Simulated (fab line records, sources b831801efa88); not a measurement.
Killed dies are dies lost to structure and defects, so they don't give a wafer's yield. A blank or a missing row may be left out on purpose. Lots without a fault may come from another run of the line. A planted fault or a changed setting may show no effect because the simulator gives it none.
A struck lot beside a sound one | flow sky130 | 18 steps out of a route of 708
Sound: wafers L740.2, L740.4, L740.5. Struck: wafers L743.1, L743.3, L743.6. The cause comes at the end.
At each step with rows: each side's tool, then ch and its chambers, then its first start. Under that, the readings that differ: sound wafers | struck wafers | difference of the means | sigmas: that difference in standard deviations of wafers without a fault.
alike: readings whose means differ by less than 2 such deviations, and words and numbers that are the same on both sides. not compared: withheld readings, readings that some wafer has no value for, bounds like >300 that may hide the same value, and numbers for which the record gives no deviation and whose values overlap.
The two part at a step that has a row with sigmas, a row that says differs or no value, or rows on one side only. Numbers that don't overlap but have no deviation are shown without sigmas and don't part them. A reading that every wafer of one side lacks parts them only if that side has two wafers or more.

first, 3 steps without rows for these wafers: SKY_LI_CONTACT_EXPOSE_09 (exposes mask LICM1, target cd 170 nm); SKY_LI_CONTACT_PEB_10; SKY_LI_CONTACT_DEVELOP_11 (develop time 60 s).
SKY_LI_CONTACT_CD_MEAS_12: target cd 170 nm.
  sound on cd_sem-02, day 33 04:17; struck on cd_sem-02, day 34 06:53
  alike: cd_nm
SKY_LI_CONTACT_OVL_MEAS_13:
  sound on overlay-02, day 33 04:23; struck on overlay-01, day 34 07:01
  alike: LI_CONTACT_OVL
SKY_LI_CONTACT_ETCH_14: etches BARC in N2/H2, stops on SiO2, time 45.9 s, target depth 60 nm.
  sound on rie_diel-03 ch 1,3, day 33 04:25; struck on rie_diel-02 ch 0,1, day 34 07:02
  alike: drypump_motor_current_A, oes_product_au, throttle_valve_pct
  not compared: rf_hours_counter_h
SKY_LI_CONTACT_ETCH_15: etches PSG in C4F8/O2/Ar, stops on Si, target depth 600 nm.
  sound on rie_diel-03 ch 1,3, day 33 04:28; struck on rie_diel-02 ch 0,1, day 34 07:05
  alike: oes_product_au
SKY_LI_CONTACT_STRIP_16: strips in O2/N2.
  sound on plasma_asher-01 ch 0,1, day 33 04:33; struck on plasma_asher-03 ch 0,1, day 34 07:10
  alike: drypump_motor_current_A, oes_product_au, strip_time_to_endpoint_s
  not compared: rf_hours_counter_h
then, 3 steps without rows for these wafers: SKY_LI_CONTACT_CLEAN_17 (cleans in NMP, time 600 s); SKY_LI_CONTACT_PRE_CLEAN_18 (time 5.6 s); SKY_LI_CONTACT_SPUTTER_19 (material Ti, target thk 20 nm, time 106.37 s).
SKY_LI_CONTACT_SPUTTER_20: material TiN, target thk 20 nm, time 80 s.
  sound on pvd_sputter-03, day 33 04:55; struck on pvd_sputter-02, day 34 07:34
  alike: throttle_valve_pct
SKY_LI_CONTACT_CVD_21: deposits W, target thk 400 nm, time 120.56 s.
  sound on cvd_w-01 ch 0, day 33 04:59; struck on cvd_w-01 ch 0,1, day 34 07:37
  reading                                  | sound           | struck            | difference | sigmas
  model.W_of_LI_CONTACT_CVD_21.thk_nm (nm) | 389.6 387 389.2 | 443.4 443.8 445.4 | +55.6      |
  alike: heater_power_w
SKY_LI_CONTACT_RS_MEAS_22: measures by four-point-probe.
  sound on film_metro-03, day 33 05:08; struck on film_metro-02, day 34 07:44
  reading                  | sound                | struck               | difference | sigmas
  LI_CONTACT_W_RS (ohm/sq) | 0.2926 0.2949 0.2924 | 0.2572 0.2571 0.2553 | -0.0368    | -13
SKY_LI_CONTACT_THK_MEAS_23: measures by xrf.
  sound on film_metro-03, day 33 05:14; struck on film_metro-02, day 34 07:52
  reading               | sound       | struck      | difference | sigmas
  LI_CONTACT_W_THK (nm) | 399 397 401 | 437 440 441 | +40        | +7
SKY_LI_CONTACT_CMP_24: polishes, stops on PSG, t overpolish 20 s, target thk 0 nm.
  sound on cmp-01 ch 2,3, day 33 05:17; struck on cmp-02 ch 0,3, day 34 07:55
  reading                | sound    | struck      | difference | sigmas
  time_to_endpoint_s (s) | 88 87 89 | 106 109 106 | +19        | +6
  alike: head_pressure_psi, motor_current_A, retaining_ring_pressure_frac
SKY_LOCAL_INTERCONNECT_SPUTTER_00: material TiN, target thk 100 nm, time 83.3 s.
  sound on pvd_sputter-02, day 33 05:35; struck on pvd_sputter-04, day 34 08:13
  alike: throttle_valve_pct
-- the record jumps here: 15 days lie between the struck wafers' starts before and after (it left off in module LOCAL_INTERCONNECT and takes up again in module PAD_OPEN, whose first step shown is number 708 of the route) --
SKY_PAD_OPEN_PROBE_99:
  sound on prober-01, day 48 20:01; struck on prober-02, day 49 13:21
  alike: killed_at_M0_to_M3, killed_at_M4_up, killed_at_contacts, killed_at_front_end, killed_at_other, killed_dies, killed_open, killed_short

WHERE THEY PART
First at SKY_LI_CONTACT_RS_MEAS_22; last, within this record, at SKY_LI_CONTACT_CMP_24. Later steps at which nothing parts them and some readings are alike: SKY_LOCAL_INTERCONNECT_SPUTTER_00, SKY_PAD_OPEN_PROBE_99.

WHY: what the simulator had put in
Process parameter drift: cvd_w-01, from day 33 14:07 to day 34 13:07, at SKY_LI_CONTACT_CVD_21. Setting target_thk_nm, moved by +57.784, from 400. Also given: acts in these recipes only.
